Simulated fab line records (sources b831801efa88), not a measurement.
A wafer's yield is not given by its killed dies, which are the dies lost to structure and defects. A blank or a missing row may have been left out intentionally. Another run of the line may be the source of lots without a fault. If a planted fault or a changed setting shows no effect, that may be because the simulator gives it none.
Chamber matching | flow gf180mcu | GF_CONTACT_CMP_27 on cmp-01 has 4 sister chambers
The step polishes, stops on SiO2, t overpolish 15 s, target thk 0 nm. 4 wafers are shown with their chamber, then 8 later ones without.

EACH WAFER AND ITS CHAMBER
wafer  | chamber | motor-current-A (A)
L200.5 | 3       | 12.2
L203.5 | 2       | 11.1
L203.6 | 1       | 12.0
L204.1 | 0       | 13.3

WAFERS WITHOUT THEIR CHAMBER
wafer  | motor-current-A (A)
L204.2 | 10.6
L204.4 | 11.6
L213.1 | 11.1
L213.2 | 11.6
L213.6 | 12.6
L215.3 | 13.1
L215.4 | 12.2
L215.5 | 12.9

WHICH CHAMBER EACH WENT THROUGH
wafer  | from the rows above          | in truth
L204.2 | 2                            | 2
L204.4 | can't be placed: 1 or 2 or 3 | 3
L213.1 | 2                            | 2
L213.2 | can't be placed: 1 or 2 or 3 | 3
L213.6 | can't be placed: 3 or 1 or 0 | 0
L215.3 | 0                            | 0
L215.4 | can't be placed: 3 or 1      | 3
L215.5 | can't be placed: 0 or 3 or 1 | 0
Correctly placed: 3 of 8. Cannot be placed on the basis of these rows: 5; the candidates contain the true chamber in 5. Placed wrongly: 0.
How it was worked out, from the rows above alone: a wafer's distance from a chamber is the root of the sum, over the readings, of the square of ((its reading less the chamber's mean) divided by the reading's scatter). If the next closest chamber is less than 2 further off than the closest, the wafer can't be placed; otherwise it belongs to the closest. For every chamber, the mean is computed from those of its wafers that are shown. The scatter (one wafer shown for each chamber): square how far every hidden wafer sits from the nearest shown wafer, average those squares and take the square root.
